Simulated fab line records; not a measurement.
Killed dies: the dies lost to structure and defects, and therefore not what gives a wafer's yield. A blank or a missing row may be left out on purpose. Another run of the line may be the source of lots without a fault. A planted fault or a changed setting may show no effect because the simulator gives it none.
A struck lot beside a sound one + flow gf180mcu + 14 out of 602 route steps
Sound: these wafers, L573.1, L573.2, L573.6. Struck: wafers L571.2, L571.3, L571.6. At the end, the cause is stated.
For every step that has rows: the tool of each side, followed by ch and its chambers, followed by its first start. Under that, the readings that differ: sound wafers + struck wafers + difference of the means + sigmas: that difference in standard deviations of wafers without a fault.
alike: a reading whose means differ by less than 2 such deviations, as well as words and numbers matching on both sides. not compared: withheld readings; readings where some wafer has no value; bounds like >300 that might hide an equal value; numbers whose values overlap and for which the record gives no deviation.
The two part at a step that has a row with sigmas, a row that says differs or no value, or rows on one side only. When numbers do not overlap yet have no deviation, they are printed without sigmas and do not part them. Lack of a reading on every wafer of one side parts them only where that side has two or more wafers.

GF_TOP_METAL_METAL_ETCH_16: etches the open film in Cl2/BCl3, stops on SiO2, target depth 1077.5 nm, time 179.6 s.
  sound on rie-metal-04 ch 0,1, day 33 06:29; struck on rie-metal-01 ch 0,1, day 33 00:49
  alike: drypump-motor-current-A, oes-product-au, throttle-valve-pct
  not compared: rf-hours-counter-h
GF_TOP_METAL_STRIP_17: strips in O2/N2.
  sound on plasma-asher-03 ch 0,1, day 33 06:40; struck on plasma-asher-04 ch 0,1, day 33 01:00
  alike: drypump-motor-current-A, heater-power-w, o2-flow-sccm, oes-product-au, platen-temp-c, strip-time-to-endpoint-s
  not compared: rf-hours-counter-h
then, 2 steps without rows for these wafers: GF_TOP_METAL_STRIP_18 (strips in post etch residue remover, time 1200 s); GF_TOP_METAL_CLEAN_19 (cleans in DIW).
GF_PASSIVATION_CVD_00: deposits SiO2 from TEOS, target thk 1000 nm, time 111.95 s.
  sound on pecvd-04 ch 0,2, day 33 07:12; struck on pecvd-01 ch 0,1, day 33 01:32
  alike: heater-power-w
GF_PASSIVATION_THK_MEAS_01:
  sound on film-metro-02, day 33 07:17; struck on film-metro-03, day 33 01:37
  alike: PASSIVATION_CVD_00_THK
GF_PASSIVATION_CVD_02: deposits Si3N4, target thk 700 nm, time 486.18 s.
  sound on pecvd-01 ch 0,1,2, day 33 07:20; struck on pecvd-02 ch 0,1,2, day 33 01:40
  alike: heater-power-w
GF_PASSIVATION_THK_MEAS_03:
  sound on film-metro-02, day 33 07:38; struck on film-metro-03, day 33 01:58
  alike: PASSIVATION_CVD_02_THK
then, 4 steps without rows for these wafers: GF_PASSIVATION_DEHYDRATE_04 (time 60 s); GF_PASSIVATION_HMDS_05 (prime time 60 s); GF_PASSIVATION_COAT_06 (resist thk 4000 nm); GF_PASSIVATION_SOFTBAKE_07.
GF_PASSIVATION_EXPOSE_08: exposes mask Pad, target cd 40000 nm.
  sound on iline-stepper-02 ch 0, day 33 15:23; struck on iline-stepper-01, day 33 09:49
  no value came back on the struck wafers for exposure-dose-mJ-cm2, focus-offset-nm (nm), na, reticle-temp-C (C); on the sound wafers exposure-dose-mJ-cm2 reads 309.8 309.4 309.1
  alike: mask
following that, these wafers have no rows for 1 step: GF_PASSIVATION_PEB_09.

WHERE THEY PART
Only at GF_PASSIVATION_EXPOSE_08, as far as this record shows.

WHY: what had been put in by the simulator
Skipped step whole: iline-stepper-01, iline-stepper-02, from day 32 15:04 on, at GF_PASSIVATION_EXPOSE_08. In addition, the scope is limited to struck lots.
